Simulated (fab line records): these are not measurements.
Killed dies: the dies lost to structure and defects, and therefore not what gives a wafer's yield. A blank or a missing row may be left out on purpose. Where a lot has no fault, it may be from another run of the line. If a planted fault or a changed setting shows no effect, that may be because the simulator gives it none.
fab line records / flow gf180mcu / part 2 of 2: steps 33 to 44 of 44
record lots=5 wafers=15 last-day=32
route steps=602 shown LVPWELL@61 MVSD@66 MVPSD@78 VT_IMPLANT@90
lots that met no fault: from a run of the same line without faults
start-h: start of the lot's first displayed wafer, in hours after the record's first day / wait-h: hours since the lot's step before / " identical to the entry in the row above / L1.1+2: several wafers, shown together as one row / - no value, or no start given / * or withheld: withheld / < > ~ a bound
route shown NAME@n: a module of which the file shows steps, and the number in the route of the first / usual: the fault-free wafers' mean and standard deviation / same: alike in all rows / chamber/n: place in a boat / sites: per-site readings / _std_site: standard deviation of those values / _edge_site: mean of outer sites minus mean of inner sites / radius-mm: for every site, how far away it sits from the centre of the wafer / mask NAME#n: copy n / behind: the most recent tool/chamber to have shaped the wafer / hold: what put the lot on hold/how long, in hours/how the hold closed / device: names the non-switching transistor (n, p or np) / end of line: tests of these same wafers at the route's end / where a step has no rows: the recipe by itself / killed: dies that structure and defects cost at the first sort, which is not the same as the wafer's yield / map: dies across one wafer; x = killed, . = not, _ = none there
set.NAME: the run value of the setting; set.NAME@STEP: its run value at that earlier step / model.NAME: the simulator's own value behind a step, which no gauge read
certain route steps with their lots: each step a table, each wafer a row
services: when a tool's chamber went out of use (start-h, in hours from the record's first day, below 0 if earlier), for how many hours, and the reason
## steps
# step GF_VT_IMPLANT_SOFTBAKE_03
# recipe temp-c=90 time-s=60 resist=NOVOLAK
lot.wafer=L075.1+2+3 tool=litho-track-02 chamber=0 start-h=108.24 wait-h=0.1
lot.wafer=L078.2+3+6 tool=litho-track-03 chamber=0 start-h=127.81 wait-h=0.1
lot.wafer=L081.1+3+5 tool=litho-track-01 chamber=0 start-h=148.57 wait-h=0.1
lot.wafer=L084.2+3+5 tool=litho-track-02 chamber=0 start-h=164.27 wait-h=0.1
lot.wafer=L086.1+4+6 tool=litho-track-03 chamber=0 start-h=176.23 wait-h=0.1
# step GF_VT_IMPLANT_EXPOSE_04
# recipe mask-id=LVPWELL_LV_AREA target-cd-nm=600 na=0.6 source-shape=conventional sigma-outer=0.6 dose-mj=140
# usual reticle-temp-C=22.97/0.11
lot.wafer=L075.1 tool=iline-stepper-01 chamber=0 start-h=- wait-h=- mask=LVPWELL_LV_AREA#0 reticle-temp-C=22.84
lot.wafer=L075.2 tool=iline-stepper-01 chamber=0 start-h=- wait-h=- mask=LVPWELL_LV_AREA#0 reticle-temp-C=22.80
lot.wafer=L075.3 tool=iline-stepper-01 chamber=0 start-h=- wait-h=- mask=LVPWELL_LV_AREA#0 reticle-temp-C=22.77
lot.wafer=L078.2 tool=iline-stepper-02 chamber=0 start-h=- wait-h=- mask=LVPWELL_LV_AREA#0 reticle-temp-C=23.14
lot.wafer=L078.3 tool=iline-stepper-02 chamber=0 start-h=- wait-h=- mask=LVPWELL_LV_AREA#0 reticle-temp-C=23.00
lot.wafer=L078.6 tool=iline-stepper-02 chamber=0 start-h=- wait-h=- mask=LVPWELL_LV_AREA#0 reticle-temp-C=23.12
lot.wafer=L081.1 tool=iline-stepper-02 chamber=0 start-h=- wait-h=- mask=LVPWELL_LV_AREA#0 reticle-temp-C=23.05
lot.wafer=L081.3 tool=iline-stepper-02 chamber=0 start-h=- wait-h=- mask=LVPWELL_LV_AREA#0 reticle-temp-C=22.97
lot.wafer=L081.5 tool=iline-stepper-02 chamber=0 start-h=- wait-h=- mask=LVPWELL_LV_AREA#0 reticle-temp-C=23.03
lot.wafer=L084.2 tool=iline-stepper-01 chamber=0 start-h=- wait-h=- mask=LVPWELL_LV_AREA#0 reticle-temp-C=23.00
lot.wafer=L084.3 tool=iline-stepper-01 chamber=0 start-h=- wait-h=- mask=LVPWELL_LV_AREA#0 reticle-temp-C=22.84
lot.wafer=L084.5 tool=iline-stepper-01 chamber=0 start-h=- wait-h=- mask=LVPWELL_LV_AREA#0 reticle-temp-C=23.06
lot.wafer=L086.1 tool=iline-stepper-02 chamber=0 start-h=- wait-h=- mask=LVPWELL_LV_AREA#0 reticle-temp-C=22.70
lot.wafer=L086.4 tool=iline-stepper-02 chamber=0 start-h=- wait-h=- mask=LVPWELL_LV_AREA#0 reticle-temp-C=23.04
lot.wafer=L086.6 tool=iline-stepper-02 chamber=0 start-h=- wait-h=- mask=LVPWELL_LV_AREA#0 reticle-temp-C=23.05
# step GF_VT_IMPLANT_PEB_05
# recipe temp-c=withheld time-s=* resist=NOVOLAK
lot.wafer=L075.1+2+3 tool=litho-track-01 chamber=0 start-h=- wait-h=-
lot.wafer=L078.2+3+6 tool=litho-track-03 chamber=0 start-h=- wait-h=-
lot.wafer=L081.1+3+5 tool=litho-track-02 chamber=0 start-h=- wait-h=-
lot.wafer=L084.2+3+5 tool=litho-track-01 chamber=0 start-h=- wait-h=-
lot.wafer=L086.1+4+6 tool=litho-track-01 chamber=0 start-h=- wait-h=-
# step GF_VT_IMPLANT_DEVELOP_06
# recipe develop-time-s=60 dev-temp-c=23
lot.wafer=L075.1+2+3 tool=litho-track-01 chamber=0 start-h=114.97 wait-h=0.1
lot.wafer=L078.2+3+6 tool=litho-track-03 chamber=0 start-h=135.06 wait-h=0.1
lot.wafer=L081.1+3+5 tool=litho-track-02 chamber=0 start-h=155.94 wait-h=0.1
lot.wafer=L084.2+3+5 tool=litho-track-01 chamber=0 start-h=172.94 wait-h=0.1
lot.wafer=L086.1+4+6 tool=litho-track-01 chamber=0 start-h=184.27 wait-h=0.1
# step GF_VT_IMPLANT_OVL_MEAS_07
# usual VT_IMPLANT_OVL=-0.5/1.3
lot.wafer=L075.1 tool=overlay-02 chamber=- start-h=115.12 wait-h=0.1 VT_IMPLANT_OVL[nm]=-0.3
lot.wafer=L075.2 tool=overlay-02 chamber=- start-h=115.12 wait-h=0.1 VT_IMPLANT_OVL[nm]=-0.6
lot.wafer=L075.3 tool=overlay-02 chamber=- start-h=115.12 wait-h=0.1 VT_IMPLANT_OVL[nm]=0.5
lot.wafer=L078.2 tool=overlay-01 chamber=- start-h=135.19 wait-h=0.1 VT_IMPLANT_OVL[nm]=-1.9
lot.wafer=L078.3 tool=overlay-01 chamber=- start-h=135.19 wait-h=0.1 VT_IMPLANT_OVL[nm]=0.2
lot.wafer=L078.6 tool=overlay-01 chamber=- start-h=135.19 wait-h=0.1 VT_IMPLANT_OVL[nm]=-0.9
lot.wafer=L081.1 tool=overlay-02 chamber=- start-h=156.09 wait-h=0.1 VT_IMPLANT_OVL[nm]=0.1
lot.wafer=L081.3 tool=overlay-02 chamber=- start-h=156.09 wait-h=0.1 VT_IMPLANT_OVL[nm]=2.3
lot.wafer=L081.5 tool=overlay-02 chamber=- start-h=156.09 wait-h=0.1 VT_IMPLANT_OVL[nm]=1.7
lot.wafer=L084.2 tool=overlay-02 chamber=- start-h=173.07 wait-h=0.1 VT_IMPLANT_OVL[nm]=-3.9
lot.wafer=L084.3 tool=overlay-02 chamber=- start-h=173.07 wait-h=0.1 VT_IMPLANT_OVL[nm]=-2.5
lot.wafer=L084.5 tool=overlay-02 chamber=- start-h=173.07 wait-h=0.1 VT_IMPLANT_OVL[nm]=-3.7
lot.wafer=L086.1 tool=overlay-02 chamber=- start-h=184.42 wait-h=0.1 VT_IMPLANT_OVL[nm]=0.1
lot.wafer=L086.4 tool=overlay-02 chamber=- start-h=184.42 wait-h=0.1 VT_IMPLANT_OVL[nm]=0.2
lot.wafer=L086.6 tool=overlay-02 chamber=- start-h=184.42 wait-h=0.1 VT_IMPLANT_OVL[nm]=-1.7
# step GF_VT_IMPLANT_IMPLANT_08
# recipe species=BF2 energy-kev=20 dose-cm2=8.29e+12 tilt-deg=7
# usual beam-on-s=10.01/0.18
lot.wafer=L075.1 tool=implanter-01 chamber=0 start-h=115.16 wait-h=0.0 beam-on-s=10.01
lot.wafer=L075.2 tool=implanter-01 chamber=0 start-h=115.16 wait-h=0.0 beam-on-s=10.02
lot.wafer=L075.3 tool=implanter-01 chamber=0 start-h=115.16 wait-h=0.0 beam-on-s=10.11
lot.wafer=L078.2 tool=implanter-03 chamber=0 start-h=135.24 wait-h=0.0 beam-on-s=10.28
lot.wafer=L078.3 tool=implanter-03 chamber=0 start-h=135.24 wait-h=0.0 beam-on-s=9.93
lot.wafer=L078.6 tool=implanter-03 chamber=0 start-h=135.24 wait-h=0.0 beam-on-s=9.79
lot.wafer=L081.1 tool=implanter-02 chamber=0 start-h=156.13 wait-h=0.0 beam-on-s=10.20
lot.wafer=L081.3 tool=implanter-02 chamber=0 start-h=156.13 wait-h=0.0 beam-on-s=9.88
lot.wafer=L081.5 tool=implanter-02 chamber=0 start-h=156.13 wait-h=0.0 beam-on-s=9.98
lot.wafer=L084.2 tool=implanter-03 chamber=0 start-h=173.13 wait-h=0.0 beam-on-s=10.16
lot.wafer=L084.3 tool=implanter-03 chamber=0 start-h=173.13 wait-h=0.0 beam-on-s=10.08
lot.wafer=L084.5 tool=implanter-03 chamber=0 start-h=173.13 wait-h=0.0 beam-on-s=10.30
lot.wafer=L086.1 tool=implanter-01 chamber=0 start-h=184.45 wait-h=0.0 beam-on-s=10.21
lot.wafer=L086.4 tool=implanter-01 chamber=0 start-h=184.45 wait-h=0.0 beam-on-s=9.91
lot.wafer=L086.6 tool=implanter-01 chamber=0 start-h=184.45 wait-h=0.0 beam-on-s=10.02
# step GF_VT_IMPLANT_STRIP_09
# recipe chemistry=O2/N2 power-w=1400 pressure-mtorr=1500 platen-temp-c=250 o2-flow-sccm=3000 n2-flow-sccm=300 overash-fraction=0.5
# usual drypump-motor-current-A=5.61/0.25 heater-power-w=329/24 oes-product-au=0.716/0.0044 strip-time-to-endpoint-s=12.65/0.033
lot.wafer=L075.1 tool=plasma-asher-02 chamber=1 start-h=115.31 wait-h=0.1 drypump-motor-current-A=5.34 heater-power-w=329 oes-product-au=0.717 rf-hours-counter-h=48 strip-time-to-endpoint-s=12.64
lot.wafer=L075.2 tool=plasma-asher-02 chamber=0 start-h=115.31 wait-h=0.1 drypump-motor-current-A=5.99 heater-power-w=307 oes-product-au=0.718 rf-hours-counter-h=48 strip-time-to-endpoint-s=12.64
lot.wafer=L075.3 tool=plasma-asher-02 chamber=0 start-h=115.31 wait-h=0.1 drypump-motor-current-A=5.99 heater-power-w=300 oes-product-au=0.721 rf-hours-counter-h=- strip-time-to-endpoint-s=12.64
lot.wafer=L078.2 tool=plasma-asher-02 chamber=1 start-h=135.37 wait-h=0.1 drypump-motor-current-A=5.28 heater-power-w=332 oes-product-au=0.715 rf-hours-counter-h=50 strip-time-to-endpoint-s=12.71
lot.wafer=L078.3 tool=plasma-asher-02 chamber=0 start-h=135.37 wait-h=0.1 drypump-motor-current-A=6.03 heater-power-w=306 oes-product-au=0.713 rf-hours-counter-h=- strip-time-to-endpoint-s=12.68
lot.wafer=L078.6 tool=plasma-asher-02 chamber=0 start-h=135.37 wait-h=0.1 drypump-motor-current-A=6.00 heater-power-w=300 oes-product-au=0.710 rf-hours-counter-h=- strip-time-to-endpoint-s=12.69
lot.wafer=L081.1 tool=plasma-asher-02 chamber=1 start-h=156.28 wait-h=0.1 drypump-motor-current-A=5.33 heater-power-w=329 oes-product-au=0.713 rf-hours-counter-h=53 strip-time-to-endpoint-s=12.62
lot.wafer=L081.3 tool=plasma-asher-02 chamber=0 start-h=156.28 wait-h=0.1 drypump-motor-current-A=5.97 heater-power-w=299 oes-product-au=0.712 rf-hours-counter-h=- strip-time-to-endpoint-s=12.59
lot.wafer=L081.5 tool=plasma-asher-02 chamber=0 start-h=156.28 wait-h=0.1 drypump-motor-current-A=5.97 heater-power-w=302 oes-product-au=0.714 rf-hours-counter-h=- strip-time-to-endpoint-s=12.64
lot.wafer=L084.2 tool=plasma-asher-02 chamber=1 start-h=173.25 wait-h=0.1 drypump-motor-current-A=5.31 heater-power-w=323 oes-product-au=0.705 rf-hours-counter-h=55 strip-time-to-endpoint-s=12.62
lot.wafer=L084.3 tool=plasma-asher-02 chamber=1 start-h=173.25 wait-h=0.1 drypump-motor-current-A=5.30 heater-power-w=334 oes-product-au=0.721 rf-hours-counter-h=- strip-time-to-endpoint-s=12.63
lot.wafer=L084.5 tool=plasma-asher-02 chamber=0 start-h=173.25 wait-h=0.1 drypump-motor-current-A=5.94 heater-power-w=300 oes-product-au=0.712 rf-hours-counter-h=- strip-time-to-endpoint-s=12.61
lot.wafer=L086.1 tool=plasma-asher-04 chamber=0 start-h=184.60 wait-h=0.1 drypump-motor-current-A=5.65 heater-power-w=324 oes-product-au=0.726 rf-hours-counter-h=7 strip-time-to-endpoint-s=12.69
lot.wafer=L086.4 tool=plasma-asher-04 chamber=1 start-h=184.60 wait-h=0.1 drypump-motor-current-A=5.38 heater-power-w=387 oes-product-au=0.719 rf-hours-counter-h=- strip-time-to-endpoint-s=12.63
lot.wafer=L086.6 tool=plasma-asher-04 chamber=0 start-h=184.60 wait-h=0.1 drypump-motor-current-A=5.66 heater-power-w=314 oes-product-au=0.713 rf-hours-counter-h=- strip-time-to-endpoint-s=12.66
# step GF_VT_IMPLANT_TW_MEAS_10
# usual VT_IMPLANT_TW=568/3.4
lot.wafer=L075.1 tool=film-metro-01 chamber=- start-h=115.41 wait-h=0.1 VT_IMPLANT_TW=568
lot.wafer=L075.2 tool=film-metro-01 chamber=- start-h=115.41 wait-h=0.1 VT_IMPLANT_TW=565
lot.wafer=L075.3 tool=film-metro-01 chamber=- start-h=115.41 wait-h=0.1 VT_IMPLANT_TW=565
lot.wafer=L078.2 tool=film-metro-01 chamber=- start-h=135.48 wait-h=0.1 VT_IMPLANT_TW=567
lot.wafer=L078.3 tool=film-metro-01 chamber=- start-h=135.48 wait-h=0.1 VT_IMPLANT_TW=565
lot.wafer=L078.6 tool=film-metro-01 chamber=- start-h=135.48 wait-h=0.1 VT_IMPLANT_TW=569
lot.wafer=L081.1 tool=film-metro-01 chamber=- start-h=156.38 wait-h=0.1 VT_IMPLANT_TW=566
lot.wafer=L081.3 tool=film-metro-01 chamber=- start-h=156.38 wait-h=0.1 VT_IMPLANT_TW=567
lot.wafer=L081.5 tool=film-metro-01 chamber=- start-h=156.38 wait-h=0.1 VT_IMPLANT_TW=569
lot.wafer=L084.2 tool=film-metro-02 chamber=- start-h=173.36 wait-h=0.1 VT_IMPLANT_TW=566
lot.wafer=L084.3 tool=film-metro-02 chamber=- start-h=173.36 wait-h=0.1 VT_IMPLANT_TW=565
lot.wafer=L084.5 tool=film-metro-02 chamber=- start-h=173.36 wait-h=0.1 VT_IMPLANT_TW=566
lot.wafer=L086.1 tool=film-metro-01 chamber=- start-h=184.70 wait-h=0.1 VT_IMPLANT_TW=564
lot.wafer=L086.4 tool=film-metro-01 chamber=- start-h=184.70 wait-h=0.1 VT_IMPLANT_TW=563
lot.wafer=L086.6 tool=film-metro-01 chamber=- start-h=184.70 wait-h=0.1 VT_IMPLANT_TW=565
# step GF_VT_IMPLANT_DEHYDRATE_11
# recipe temp-c=200 time-s=60
lot.wafer=L075.1+2+3 tool=litho-track-01 chamber=0 start-h=122.42 wait-h=7.0
lot.wafer=L078.2+3+6 tool=litho-track-01 chamber=0 start-h=142.69 wait-h=7.2
lot.wafer=L081.1+3+5 tool=litho-track-03 chamber=0 start-h=163.53 wait-h=7.1
lot.wafer=L084.2+3+5 tool=litho-track-02 chamber=0 start-h=180.92 wait-h=7.5
lot.wafer=L086.1+4+6 tool=litho-track-02 chamber=0 start-h=192.49 wait-h=7.8
# step GF_VT_IMPLANT_HMDS_12
# recipe prime-time-s=60 prime-temp-c=120
lot.wafer=L075.1+2+3 tool=litho-track-01 chamber=0 start-h=122.57 wait-h=0.1
lot.wafer=L078.2+3+6 tool=litho-track-01 chamber=0 start-h=142.84 wait-h=0.1
lot.wafer=L081.1+3+5 tool=litho-track-03 chamber=0 start-h=163.68 wait-h=0.1
lot.wafer=L084.2+3+5 tool=litho-track-02 chamber=0 start-h=181.07 wait-h=0.1
lot.wafer=L086.1+4+6 tool=litho-track-02 chamber=0 start-h=192.64 wait-h=0.1
# step GF_VT_IMPLANT_COAT_13
# recipe resist=NOVOLAK spin-rpm=3000 resist-thk-nm=1000
lot.wafer=L075.1+2+3 tool=litho-track-01 chamber=0 start-h=122.72 wait-h=0.1
lot.wafer=L078.2+3+6 tool=litho-track-01 chamber=0 start-h=142.99 wait-h=0.1
lot.wafer=L081.1+3+5 tool=litho-track-03 chamber=0 start-h=163.83 wait-h=0.1
lot.wafer=L084.2+3+5 tool=litho-track-02 chamber=0 start-h=181.22 wait-h=0.1
lot.wafer=L086.1+4+6 tool=litho-track-02 chamber=0 start-h=192.79 wait-h=0.1
# step GF_VT_IMPLANT_SOFTBAKE_14
# recipe temp-c=90 time-s=60 resist=NOVOLAK
lot.wafer=L075.1+2+3 tool=litho-track-01 chamber=0 start-h=122.87 wait-h=0.1
lot.wafer=L078.2+3+6 tool=litho-track-01 chamber=0 start-h=143.14 wait-h=0.1
lot.wafer=L081.1+3+5 tool=litho-track-03 chamber=0 start-h=163.98 wait-h=0.1
lot.wafer=L084.2+3+5 tool=litho-track-02 chamber=0 start-h=181.37 wait-h=0.1
lot.wafer=L086.1+4+6 tool=litho-track-02 chamber=0 start-h=192.94 wait-h=0.1
## services
tool=plasma-asher-01 chamber=- start-h=54.30 hours=9.8 kind=repair
tool=implanter-04 chamber=- start-h=70.82 hours=1.3 kind=repair
tool=iline-stepper-02 chamber=- start-h=75.93 hours=1.7 kind=pm
tool=implanter-04 chamber=- start-h=86.92 hours=10.3 kind=pm
tool=plasma-asher-03 chamber=- start-h=89.88 hours=1.0 kind=repair
tool=implanter-04 chamber=- start-h=97.22 hours=4.5 kind=pm
tool=plasma-asher-04 chamber=- start-h=97.96 hours=4.3 kind=pm
tool=implanter-02 chamber=- start-h=103.79 hours=12.0 kind=pm
tool=iline-stepper-02 chamber=- start-h=106.27 hours=7.8 kind=repair
tool=plasma-asher-01 chamber=- start-h=108.02 hours=3.8 kind=repair
tool=plasma-asher-04 chamber=- start-h=108.75 hours=9.0 kind=pm
tool=plasma-asher-04 chamber=0 start-h=108.75 hours=9.0 kind=vent-cycle
tool=plasma-asher-04 chamber=1 start-h=108.75 hours=9.0 kind=vent-cycle
tool=implanter-02 chamber=- start-h=115.84 hours=3.8 kind=pm
tool=plasma-asher-04 chamber=0 start-h=117.75 hours=- kind=clean
tool=plasma-asher-04 chamber=1 start-h=117.75 hours=- kind=clean
tool=implanter-03 chamber=- start-h=141.87 hours=6.1 kind=repair
tool=implanter-02 chamber=- start-h=142.40 hours=4.8 kind=pm
tool=plasma-asher-03 chamber=- start-h=147.50 hours=14.6 kind=pm
tool=implanter-03 chamber=- start-h=148.29 hours=2.3 kind=repair
tool=implanter-04 chamber=- start-h=170.94 hours=1.4 kind=repair
tool=implanter-01 chamber=- start-h=172.61 hours=1.9 kind=repair
tool=plasma-asher-02 chamber=- start-h=177.67 hours=2.8 kind=pm
